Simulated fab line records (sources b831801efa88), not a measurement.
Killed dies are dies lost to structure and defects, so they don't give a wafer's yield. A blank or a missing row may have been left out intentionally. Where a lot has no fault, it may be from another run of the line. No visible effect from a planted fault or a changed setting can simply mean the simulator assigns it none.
Problem report, 8D (eight disciplines) form, completed by code | flow sky130 | the parts of the form that need people (team, actions taken, sign-off) are left out

== 1. THE PROBLEM ==
killed_at_front_end at SKY_PAD_OPEN_PROBE_99 reads a mean of 50 on 6 wafers of 2 lots; wafers without a fault read 14 with a standard deviation of 4.5. That puts it +7.9 standard deviations away from the usual mean.
Seen first at day 50 11:46 on prober-01, wafer L175.3. Wafers with a number at this step in the record: 6, from 2 lots. The rule behind "out" and "out of limits": a value lying over 4 standard deviations away from the usual mean. Any other wafer with a number is counted as sound.

== 2. WHAT IT IS AND WHAT IT IS NOT ==
question                    | is                     | is not
which readings at this step | killed_at_front_end    | killed_at_M0_to_M3, killed_at_contacts, killed_at_other, killed_short
which lots                  | L175, L176             | -
which wafers of those lots  | all that have a number | -
read on which tools         | prober-01, prober-02   | -
when                        | from day 50 11:46      | up to then (0 sound wafers)

== 3. THE SUSPECTS, EACH WITH WHAT RULES IT OUT ==
Counting: a tool at any process step up to the reading remains a suspect when it ran all the lots that are out and ran no sound lot after the first of those.
- plasma_asher-03 at SKY_DNWELL_STRIP_08 (strips in O2/N2): kept. It ran every lot that is out, first L175 (day 7 16:02), and no sound lot after that.
- cmp-02 at SKY_VIA4_CMP_21 (polishes, stops on SiO2, t overpolish 25 s, target thk 0 nm): kept. It ran every lot that is out, first L175 (day 48 03:38), and no sound lot after that.
Remaining after the count are plasma_asher-03 at SKY_DNWELL_STRIP_08 and cmp-02 at SKY_VIA4_CMP_21.

== 4. THE CAUSE (what the simulator had put in) ==
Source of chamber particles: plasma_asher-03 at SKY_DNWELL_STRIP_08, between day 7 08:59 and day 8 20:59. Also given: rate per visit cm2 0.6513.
Counting left 2 suspects, and this tool is among them.

== 5. THE EFFECT CHAIN, in route order ==
Rows list readings where the struck wafers' mean (over those with a number) sits beyond 3 standard deviations from the usual. Only readings for which the record gives a usual standard deviation are gone through. hours: the time from each lot's start at the first step in this table that gives one to its start at this step, as a median over the lots. sigmas: the change in usual standard deviations.
hours | step                  | reading             | usual | on struck wafers | change | sigmas
0     | SKY_PAD_OPEN_PROBE_99 | killed_at_front_end | 14    | 50               | +36    | +7.9
The process steps in it:
- SKY_PAD_OPEN_PROBE_99

== 6. HOW IT WOULD HAVE BEEN CAUGHT EARLIER ==
The fault began at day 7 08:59; the first out-of-limits reading in this record came at day 50 11:46, 1035 hours later.
No tool reading at SKY_DNWELL_STRIP_08 that has a usual standard deviation in the record was out on any struck wafer, so an alarm limit of 4 standard deviations on those readings would not have fired.
The start of SKY_DNWELL_STRIP_08 on plasma_asher-03 came by day 50 11:46 for every one of the lots that are out (2). Tool hold at that time: it would have spared none of them.
